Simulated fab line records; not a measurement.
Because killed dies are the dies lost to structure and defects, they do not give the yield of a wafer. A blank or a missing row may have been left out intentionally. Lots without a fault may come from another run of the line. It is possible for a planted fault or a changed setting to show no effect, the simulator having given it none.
fab line records	flow sky130
record: lots: 11	wafers: 33	lastDay: 50
route steps=708 shown METAL3@568 VIA3@589 METAL4@602 PAD_OPEN@708
lots that met no fault: taken from a fault-free run of the same line
startH: start of the lot's first displayed wafer, in hours after the record's first day	waitH: hours since the lot's step before	" repeats the value in the row above	L1.1+2: a row that stands for several wafers	- value missing, or start not given	* or withheld: withheld	< > ~ a bound
route shown NAME@n: NAME is a module with steps in the file, n the number in the route of the first one	usual: the fault-free wafers' mean and standard deviation	same: alike in all rows	chamber/n: place in a boat	sites: each site's reading	_std_site: standard deviation of those values	_edge_site: inner sites' mean taken away from outer sites' mean	radiusMm: for every site, how far away it sits from the centre of the wafer	mask NAME#n: copy n	behind: the last tool/chamber to shape the wafer	hold: cause of the lot's hold/its duration in hours/its outcome	device: transistor that didn't switch, given as n, p or np	end of line: the route-end tests of the same wafers	a step without rows: its recipe alone	killed: dies lost to structure and defects at the first sort, not the wafer's yield	map: per-die view of a wafer (x killed, . not killed, _ where there is no die)
set.NAME: setting as actually run; set.NAME@STEP: the setting as run at that earlier step	model.NAME: the simulator's own value behind a step, which no gauge read
steps of the route over a sample of lots; a table a step, a row a wafer
services: a tool's chamber out of use, with start hour (startH, from the record's first day; less than 0 if before it), hours out, and reason
== steps ==
step: SKY_METAL3_METAL_ETCH_18
recipe: targetDepthA: 8450	stopOn: SiO2	overEtchFrac: 0.3	timeS: 183.1	chemistry: Cl2/BCl3	resistSidewallDeg: 88	pressureMtorr: 10	icpW: 900	biasW: 48.5	Cl2_flow_sccm: 60	bcl3FlowSccm: 30
usual: drypumpMotorCurrentA: 5.9/0.31	mfcCl2Sccm: 60.03/0.17	oesProductAu: 0.866/0.0062	throttleValvePct: 22.264/0.009
same: timeS: 183.1
lot.wafer	tool	chamber	startH	waitH	drypumpMotorCurrentA	mfcCl2Sccm	oesProductAu	rfHoursCounterH	throttleValvePct
L609.2	rieMetal-02	0	893.45	0.0	6.2	60.10	0.857	7	22.254
L609.3	"	0	"	"	6.2	60.12	0.866	-	22.253
L609.4	"	1	"	"	5.8	59.77	0.872	-	22.280
L610.3	rieMetal-01	0	910.37	0.1	6.0	60.12	0.868	-	22.268
L610.5	"	0	"	"	6.0	59.98	0.856	-	22.257
L610.6	"	0	"	"	6.0	60.18	0.865	-	22.268
L611.1	rieMetal-01	0	913.45	0.0	6.0	60.21	0.865	12	22.257
L611.2	"	0	"	"	6.0	60.01	0.870	-	22.266
L611.3	"	0	"	"	6.0	60.18	0.869	-	22.267
L613.1	rieMetal-04	0	923.17	0.0	6.2	59.97	0.863	10	22.266
L613.2	"	0	"	"	6.2	60.15	0.865	-	22.266
L613.6	"	0	"	"	6.2	59.91	0.870	-	22.270
L615.1	rieMetal-01	0	946.57	0.0	6.0	60.04	0.853	14	22.257
L615.3	"	0	"	"	6.0	60.11	0.858	-	22.255
L615.5	"	0	"	"	6.0	60.02	0.855	-	22.278
L616.3	rieMetal-02	0	959.88	0.1	6.2	60.25	0.860	-	22.255
L616.4	"	1	"	"	5.8	60.22	0.866	-	22.249
L616.6	"	0	"	"	6.2	60.09	0.860	-	22.269
L619.2	rieMetal-02	0	989.46	0.0	6.2	60.27	0.866	12	22.254
L619.5	"	0	"	"	6.2	60.00	0.870	-	22.276
L619.6	"	1	"	"	5.8	59.90	0.868	-	22.250
L623.3	rieMetal-04	0	1003.88	0.1	6.1	60.02	0.860	-	22.272
L623.5	"	1	"	"	5.3	59.84	0.865	-	22.248
L623.6	"	0	"	"	6.1	60.28	0.868	-	22.267
L622.1	rieMetal-04	0	1012.37	0.0	6.2	59.92	0.869	13	22.276
L622.2	"	1	"	"	5.3	60.11	0.862	4	22.263
L622.5	"	1	"	"	5.3	60.12	0.872	-	22.257
L624.1	rieMetal-02	1	1023.52	0.0	5.8	60.06	0.869	23	22.279
L624.3	"	1	"	"	5.8	60.00	0.857	-	22.276
L624.6	"	1	"	"	5.8	60.04	0.862	-	22.252
L631.1	rieMetal-04	1	1051.27	0.0	5.3	60.27	0.860	6	22.265
L631.3	"	1	"	"	5.3	60.08	0.871	-	22.252
L631.4	"	0	"	"	6.2	59.80	0.885	-	22.264
step: SKY_VIA3_STRIP_16
recipe: chemistry: O2/N2	powerW: 1400	pressureMtorr: 1500	platenTempC: withheld	o2FlowSccm: 3000	n2FlowSccm: 300	overashFraction: 0.5
usual: drypumpMotorCurrentA: 5.47/0.21	o2FlowSccm: 3000/9.8	oesProductAu: 0.402/0.0049	stripTimeToEndpointS: 4.125/0.028
same: overashFraction: 0.5
lot.wafer	tool	chamber	startH	waitH	drypumpMotorCurrentA	o2FlowSccm	oesProductAu	rfHoursCounterH	stripTimeToEndpointS
L609.2	plasmaAsher-03	1	920.02	0.0	5.37	3002	0.392	109	4.160
L609.3	"	0	"	"	5.03	3001	0.409	-	4.142
L609.4	"	1	"	"	5.41	3010	0.398	-	4.132
L610.3	plasmaAsher-02	1	936.99	0.1	5.42	3000	0.401	-	4.183
L610.5	"	1	"	"	5.41	2997	0.409	-	4.119
L610.6	"	0	"	"	5.69	2986	0.409	-	4.134
L611.1	plasmaAsher-01	0	940.27	0.0	5.36	2999	0.407	72	4.129
L611.2	"	1	"	"	5.66	3012	0.396	72	4.097
L611.3	"	1	"	"	5.68	3017	0.404	-	4.093
L613.1	plasmaAsher-01	1	949.82	0.0	5.68	3002	0.409	73	4.141
L613.2	"	0	"	"	5.35	2988	0.405	73	4.118
L613.6	"	0	"	"	5.35	3004	0.399	-	4.130
L615.1	plasmaAsher-01	1	972.47	0.0	5.70	3001	0.400	75	4.108
L615.3	"	0	"	"	5.40	3003	0.398	-	4.102
L615.5	"	1	"	"	5.68	2993	0.401	-	4.138
L616.3	plasmaAsher-02	1	985.05	0.1	5.43	3007	0.409	-	4.140
L616.4	"	0	"	"	5.67	3002	0.397	-	4.110
L616.6	"	1	"	"	5.43	2989	0.408	-	4.142
L619.2	plasmaAsher-01	0	1013.79	0.0	5.36	3007	0.410	81	4.141
L619.5	"	0	"	"	5.36	3025	0.402	-	4.131
L619.6	"	1	"	"	5.67	2988	0.400	-	4.089
L623.3	plasmaAsher-01	0	1027.80	0.1	5.34	2991	0.397	-	4.153
L623.5	"	1	"	"	5.69	2993	0.404	-	4.133
L623.6	"	0	"	"	5.35	2986	0.407	-	4.155
L622.1	plasmaAsher-03	0	1036.02	0.0	5.01	3019	0.403	119	4.166
L622.2	"	1	"	"	5.35	3006	0.397	119	4.122
L622.5	"	0	"	"	5.02	3017	0.402	-	4.142
L624.1	plasmaAsher-02	0	1047.71	0.0	5.72	2995	0.397	70	4.146
L624.3	"	1	"	"	5.41	2991	0.401	-	4.120
L624.6	"	0	"	"	5.73	3012	0.402	-	4.165
L631.1	plasmaAsher-03	1	1073.70	0.0	5.37	2995	0.399	1	4.109
L631.3	"	0	"	"	5.02	2993	0.397	-	4.090
L631.4	"	1	"	"	5.40	2980	0.402	-	4.142
step: SKY_VIA3_CMP_24
recipe: stopOn: SiO2	tOverpolishS: 20	downForcePsi: 3.5	platenRpm: 60	targetThkNm: 0	padVelocityMS: 0.94248
usual: motorCurrentA: 11.1/1.4	overpolishRunS: 20.000/0.0091	platenRpm: 60.00/0.043	timeToEndpointS: 93/4.9
lot.wafer	tool	chamber	startH	waitH	motorCurrentA	overpolishRunS	platenRpm	timeToEndpointS
L609.2	cmp-02	1	921.23	0.3	11.4	20.008	60.00	92
L609.3	"	2	"	"	9.8	19.998	59.94	93
L609.4	"	0	"	"	10.1	20.015	59.99	94
L610.3	cmp-02	0	937.91	0.0	9.8	19.997	60.03	90
L610.5	"	0	"	"	10.8	19.997	60.02	90
L610.6	"	1	"	"	11.4	20.008	60.01	88
L611.2	cmp-02	0	941.37	0.2	10.4	20.007	60.01	89
L611.1	"	2	"	"	9.9	19.991	60.00	85
L611.3	"	3	"	"	13.1	19.995	60.10	96
L613.2	cmp-01	0	950.77	0.0	10.7	19.998	60.07	90
L613.1	"	1	"	"	13.7	20.001	60.05	93
L613.6	"	1	"	"	13.7	20.009	60.03	94
L615.1	cmp-02	2	973.44	0.1	9.6	20.011	60.01	88
L615.3	"	1	"	"	11.7	20.005	60.01	86
L615.5	"	3	"	"	12.6	19.992	60.10	96
L616.4	cmp-01	3	986.07	0.1	9.3	19.987	60.06	88
L616.3	"	0	"	"	10.8	19.987	60.04	92
L616.6	"	2	"	"	11.3	20.004	60.00	92
L619.2	cmp-01	2	1014.81	0.1	11.2	19.997	59.96	91
L619.6	"	1	"	"	13.1	20.002	60.00	93
L619.5	"	2	"	"	11.3	20.006	59.93	90
L623.3	cmp-02	1	1028.82	0.1	11.1	20.002	53.95	102
L623.6	"	3	"	"	13.0	20.003	54.04	114
L623.5	"	0	"	"	10.1	20.016	53.99	104
L622.1	cmp-02	0	1037.02	0.1	10.3	19.979	54.02	107
L622.2	"	1	"	"	11.4	19.998	53.97	104
L622.5	"	0	"	"	10.1	19.989	54.03	106
L624.3	cmp-01	3	1048.67	0.0	9.2	19.990	59.94	89
L624.1	"	0	"	"	10.5	19.981	59.99	93
L624.6	"	3	"	"	9.3	20.012	60.03	90
L631.3	cmp-01	0	1074.79	0.0	11.2	19.992	60.01	85
L631.1	"	1	"	"	14.1	19.992	59.96	86
L631.4	"	2	"	"	11.4	19.985	59.99	86
step: SKY_METAL4_SPUTTER_04
recipe: material: TiN	targetThkNm: 70	powerW: 6500	timeS: 58.3	chamberPressurePa: 0.4
usual: throttleValvePct: 29.5/0.88
same: timeS: 58.3
lot.wafer	tool	chamber	startH	waitH	throttleValvePct
L609.2	pvdSputter-03	-	921.64	0.0	30.2
L609.3	"	-	"	"	29.2
L609.4	"	-	"	"	28.8
L610.3	pvdSputter-04	-	938.32	0.0	29.8
L610.5	"	-	"	"	30.6
L610.6	"	-	"	"	29.8
L611.1	pvdSputter-04	-	941.77	0.0	30.6
L611.2	"	-	"	"	31.3
L611.3	"	-	"	"	29.7
L613.1	pvdSputter-03	-	951.18	0.0	30.5
L613.2	"	-	"	"	28.4
L613.6	"	-	"	"	30.1
L615.1	pvdSputter-01	-	973.84	0.0	28.4
L615.3	"	-	"	"	29.5
L615.5	"	-	"	"	29.2
L616.3	pvdSputter-03	-	986.38	0.0	29.6
L616.4	"	-	"	"	30.3
L616.6	"	-	"	"	30.2
L619.2	pvdSputter-01	-	1015.17	0.0	29.3
L619.5	"	-	"	"	28.7
L619.6	"	-	"	"	28.0
L623.3	pvdSputter-01	-	1029.13	0.0	28.1
L623.5	"	-	"	"	28.7
L623.6	"	-	"	"	28.1
L622.1	pvdSputter-01	-	1037.38	0.0	29.5
L622.2	"	-	"	"	28.4
L622.5	"	-	"	"	29.2
L624.1	pvdSputter-03	-	1049.07	0.0	28.5
L624.3	"	-	"	"	29.6
L624.6	"	-	"	"	30.2
L631.1	pvdSputter-04	-	1075.20	0.0	29.6
L631.3	"	-	"	"	29.6
L631.4	"	-	"	"	31.1
step: SKY_PAD_OPEN_PROBE_99
usual: defectLimitedYield: 82.4/1.8	killed_at_M0_to_M3: 44/6.4	killed_at_M4_up: 3.6/2.1	killedAtContacts: 23/5.1	killedAtFrontEnd: 15/4.3	killedAtOther: 0.3/0.56	killedDies: 86/9	killedOpen: 47/6.4	killedShort: 39/5.8	sort_bin_3_pad_short: 0.8/0.46	sort_bin_5_function: 10.4/1.4	sort_bin_6_memory: 6.4/1.1	sortNPass: 406/9	sortYieldPct: 82.4/1.8
same: grossDies: 492	killedAtBackSide: 0	sort_bin_4_leakage[%]: 0	sort_bin_8_speed[%]: 0
lot.wafer	tool	chamber	startH	waitH	defectLimitedYield[%]	killed_at_M0_to_M3	killed_at_M4_up	killedAtContacts	killedAtFrontEnd	killedAtOther	killedDies	killedOpen	killedShort	sort_bin_3_pad_short[%]	sort_bin_5_function[%]	sort_bin_6_memory[%]	sortNPass	sortYieldPct[%]
L610.3	prober-02	-	1081.77	0.2	82.1	51	4	23	10	0	88	54	34	0.2	10.2	7.5	404	82.1
L610.5	prober-02	-	1081.87	0.2	80.7	53	4	20	16	2	95	44	51	1.2	10.6	7.5	397	80.7
L610.6	prober-02	-	1081.92	0.2	80.5	43	9	27	17	0	96	52	44	1.2	12.4	5.9	396	80.5
L611.1	prober-01	-	1084.65	0.1	84.6	43	2	18	13	0	76	44	32	0.4	10.6	4.5	416	84.6
L611.2	prober-01	-	1084.70	0.1	85.8	33	3	11	23	0	70	35	35	0.8	8.1	5.3	422	85.8
L611.3	prober-01	-	1084.75	0.2	85.4	45	1	19	7	0	72	44	28	0.6	7.9	6.1	420	85.4
L613.1	prober-01	-	1093.44	0.1	80.3	44	8	29	16	0	97	53	43	0.6	13.2	5.9	395	80.3
L613.2	prober-01	-	1093.49	0.1	83.9	40	2	22	13	2	79	38	41	1.6	8.7	5.7	413	83.9
L613.6	prober-01	-	1093.69	0.2	82.1	48	2	14	22	2	88	46	41	0.4	10.6	6.9	404	82.1
L615.1	prober-02	-	1112.93	0.1	83.9	42	3	20	14	0	79	46	33	0.6	11.6	3.9	413	83.9
L615.3	prober-02	-	1113.03	0.2	82.3	47	1	20	18	1	87	43	43	2.0	10.2	5.5	405	82.3
L615.5	prober-02	-	1113.13	0.2	83.9	38	3	19	19	0	79	44	35	0.8	8.3	6.9	413	83.9
L619.2	prober-02	-	1137.28	0.1	82.5	40	9	24	12	1	86	48	37	0	11.4	6.1	406	82.5
L619.5	prober-02	-	1137.43	0.2	82.3	53	5	16	12	1	87	54	32	0.4	9.8	7.5	405	82.3
L619.6	prober-02	-	1137.48	0.2	82.1	47	7	24	9	1	88	40	47	1.4	12.4	4.1	404	82.1
L623.3	prober-01	-	1154.07	0.2	82.9	37	2	32	13	0	84	47	37	0.6	11.8	4.7	408	82.9
L623.5	prober-01	-	1154.17	0.2	82.5	37	6	24	19	0	86	49	37	0.2	10.8	6.5	406	82.5
L623.6	prober-01	-	1154.22	0.2	81.7	43	3	22	22	0	90	51	39	1.0	11.2	6.1	402	81.7
L622.1	prober-01	-	1156.82	0.1	80.5	50	2	19	24	1	96	52	43	1.6	10.4	7.5	396	80.5
L622.2	prober-01	-	1156.87	0.1	78.9	49	1	39	12	3	104	53	49	1.8	10.2	9.1	388	78.9
L622.5	prober-01	-	1157.02	0.2	82.9	48	3	19	14	0	84	41	43	1.2	10.4	5.5	408	82.9
killed by level:class
L610.3 VIA1:geometricParticle:open=13 VIA2:geometricParticle:open=10 CONTACT:geometricParticle:open=9 VIA3:geometricParticle:open=8 METAL1:geometricParticle:short=7 LOCAL_INTERCONNECT:geometricParticle:short=5 LI_CONTACT:geometricParticle:open=4 FIELD_ISO:geometricParticle:open=3
L610.5 VIA1:geometricParticle:open=13 METAL2:geometricParticle:short=8 VIA2:geometricParticle:open=8 LI_CONTACT:geometricParticle:open=7 LI_CONTACT:geometricParticle:short=5 METAL1:geometricParticle:short=5 VIA3:geometricParticle:open=5 POLY_GATE:geometricParticle:short=4
L610.6 VIA2:geometricParticle:open=10 CONTACT:geometricParticle:open=9 METAL4:geometricParticle:short=8 LI_CONTACT:geometricParticle:open=7 VIA1:geometricParticle:open=7 VIA1:geometricParticle:short=6 VIA3:geometricParticle:open=5 FIELD_ISO:geometricParticle:open=4
L611.1 VIA1:geometricParticle:open=11 VIA3:geometricParticle:open=10 POLY_GATE:geometricParticle:open=5 LI_CONTACT:geometricParticle:open=5 CONTACT:geometricParticle:open=5 CONTACT:geometricParticle:short=5 VIA2:geometricParticle:open=5 VIA2:geometricParticle:short=4
L611.2 CONTACT:geometricParticle:open=8 VIA1:geometricParticle:open=8 METAL2:geometricParticle:short=8 POLY_GATE:geometricParticle:short=6 FIELD_ISO:geometricParticle:short=5 POLY_GATE:geometricParticle:open=5 METAL1:geometricParticle:short=5 VIA1:geometricParticle:short=4
L611.3 VIA1:geometricParticle:open=11 VIA3:geometricParticle:open=8 CONTACT:geometricParticle:open=7 LI_CONTACT:geometricParticle:open=6 VIA2:geometricParticle:open=6 VIA3:geometricParticle:short=5 CONTACT:geometricParticle:short=3 METAL1:geometricParticle:short=3
L613.1 VIA2:geometricParticle:open=11 LI_CONTACT:geometricParticle:open=10 VIA1:geometricParticle:open=8 CONTACT:geometricParticle:open=7 METAL2:geometricParticle:short=5 VIA2:geometricParticle:short=5 METAL4:geometricParticle:short=5 LI_CONTACT:geometricParticle:short=4
L613.2 VIA1:geometricParticle:open=12 LI_CONTACT:geometricParticle:open=7 METAL1:geometricParticle:short=7 LI_CONTACT:geometricParticle:short=5 POLY_GATE:geometricParticle:short=4 CONTACT:geometricParticle:open=4 VIA2:geometricParticle:short=4 VIA2:geometricParticle:open=4
L613.6 VIA2:geometricParticle:open=12 VIA1:geometricParticle:open=8 METAL2:geometricParticle:short=7 FIELD_ISO:geometricParticle:open=5 VIA2:geometricParticle:short=5 VIA3:geometricParticle:open=5 FIELD_ISO:geometricParticle:short=4 POLY_GATE:geometricParticle:open=4
L615.1 METAL1:geometricParticle:short=12 VIA1:geometricParticle:open=10 CONTACT:geometricParticle:open=8 FIELD_ISO:geometricParticle:open=5 LI_CONTACT:geometricParticle:open=5 LOCAL_INTERCONNECT:geometricParticle:short=5 POLY_GATE:geometricParticle:open=4 METAL1:geometricParticle:open=3
L615.3 VIA1:geometricParticle:open=11 METAL2:geometricParticle:short=8 CONTACT:geometricParticle:open=7 METAL1:geometricParticle:short=7 LI_CONTACT:geometricParticle:open=5 VIA1:geometricParticle:short=5 VIA2:geometricParticle:open=5 FIELD_ISO:geometricParticle:open=4
L615.5 CONTACT:geometricParticle:open=10 VIA1:geometricParticle:open=8 FIELD_ISO:geometricParticle:short=7 VIA3:geometricParticle:open=6 VIA2:geometricParticle:open=6 FIELD_ISO:geometricParticle:open=4 POLY_GATE:geometricParticle:open=4 LOCAL_INTERCONNECT:geometricParticle:short=4
L619.2 VIA1:geometricParticle:open=12 LI_CONTACT:geometricParticle:open=7 VIA3:geometricParticle:open=7 CONTACT:geometricParticle:open=6 CONTACT:geometricParticle:short=6 VIA2:geometricParticle:open=6 METAL4:geometricParticle:short=6 VIA1:geometricParticle:short=4
L619.5 VIA1:geometricParticle:open=19 VIA1:geometricParticle:short=7 VIA2:geometricParticle:open=7 CONTACT:geometricParticle:open=6 VIA3:geometricParticle:open=6 CONTACT:geometricParticle:short=5 METAL2:geometricParticle:short=5 FIELD_ISO:geometricParticle:open=4
L619.6 METAL1:geometricParticle:short=9 LI_CONTACT:geometricParticle:open=7 CONTACT:geometricParticle:short=6 CONTACT:geometricParticle:open=6 VIA1:geometricParticle:open=6 VIA3:geometricParticle:open=6 METAL2:geometricParticle:short=5 METAL4:geometricParticle:short=5
L623.3 CONTACT:geometricParticle:open=11 VIA1:geometricParticle:open=11 LI_CONTACT:geometricParticle:open=7 LOCAL_INTERCONNECT:geometricParticle:short=7 METAL2:geometricParticle:short=6 FIELD_ISO:geometricParticle:short=4 VIA3:geometricParticle:short=4 POLY_GATE:geometricParticle:open=3
L623.5 CONTACT:geometricParticle:open=11 VIA1:geometricParticle:open=9 FIELD_ISO:geometricParticle:short=8 LI_CONTACT:geometricParticle:open=6 VIA2:geometricParticle:open=6 FIELD_ISO:geometricParticle:open=5 VIA1:geometricParticle:short=4 VIA2:geometricParticle:short=4
L623.6 VIA1:geometricParticle:open=11 LI_CONTACT:geometricParticle:open=9 CONTACT:geometricParticle:open=7 FIELD_ISO:geometricParticle:short=6 METAL1:geometricParticle:short=6 POLY_GATE:geometricParticle:open=6 METAL2:geometricParticle:short=5 VIA3:geometricParticle:open=5
L622.1 VIA1:geometricParticle:open=11 VIA2:geometricParticle:open=9 POLY_GATE:geometricParticle:open=7 VIA1:geometricParticle:short=7 LI_CONTACT:geometricParticle:open=6 LOCAL_INTERCONNECT:geometricParticle:short=6 FIELD_ISO:geometricParticle:open=5 METAL1:geometricParticle:short=5
L622.2 LI_CONTACT:geometricParticle:open=11 CONTACT:geometricParticle:open=11 VIA1:geometricParticle:open=10 LOCAL_INTERCONNECT:geometricParticle:short=9 METAL2:geometricParticle:short=9 VIA2:geometricParticle:open=9 FIELD_ISO:geometricParticle:short=7 METAL2:geometricParticle:open=5
L622.5 CONTACT:geometricParticle:open=8 VIA2:geometricParticle:open=8 VIA1:geometricParticle:open=7 METAL2:geometricParticle:short=6 VIA3:geometricParticle:open=6 FIELD_ISO:geometricParticle:short=5 VIA2:geometricParticle:short=5 METAL1:geometricParticle:short=4
== services ==
tool	chamber	startH	hours	kind
cmp-02	-	870.33	1.5	repair
cmp-02	-	876.05	4.5	pm
rieMetal-01	0	881.27	10.1	repair
rieMetal-01	-	889.70	2.7	repair
cmp-02	-	890.41	1.5	repair
rieMetal-02	0	903.72	4.0	repair
cmp-01	-	911.05	9.3	pm
pvdSputter-04	-	917.42	2.3	repair
cmp-01	-	920.35	4.0	pm
plasmaAsher-02	-	947.48	2.5	repair
rieMetal-04	-	956.59	0.4	repair
cmp-01	-	958.90	0.5	repair
cmp-02	-	960.41	1.6	repair
rieMetal-04	0	965.27	18.7	repair
rieMetal-04	-	968.31	1.9	repair
rieMetal-04	-	974.83	5.6	repair
rieMetal-01	1	976.91	5.8	repair
cmp-02	-	985.09	2.3	repair
rieMetal-01	1	1002.51	6.5	repair
plasmaAsher-03	-	1002.60	15.6	pm
rieMetal-02	0	1018.10	22.7	repair
cmp-02	-	1039.13	1.7	repair
cmp-01	-	1040.74	6.9	repair
pvdSputter-03	-	1051.00	1.7	repair
== key ==
firstSign: step: SKY_VIA3_CMP_24	reading: platenRpm	direction: down	sigmas: 99+	usual: 60.00	struck: 54.00
effect: step: SKY_VIA3_CMP_24	reading: timeToEndpointS	direction: up	sigmas: 2.7	usual: *	struck: *
metAt SKY_VIA3_CMP_24
struckLots L622,L623
notActingAt SKY_METAL3_METAL_ETCH_18,SKY_VIA3_STRIP_16,SKY_METAL4_SPUTTER_04
onsetBetween 973.44 1028.82
fault: kind: processParameterDrift	tool: cmp-02	chamber: -	onsetH: 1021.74	steps: SKY_VIA3_CMP_24	channel: platenRpm	offset: -6	shape: step	endH: 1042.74	actsIn: theseRecipesOnly	stated: 60
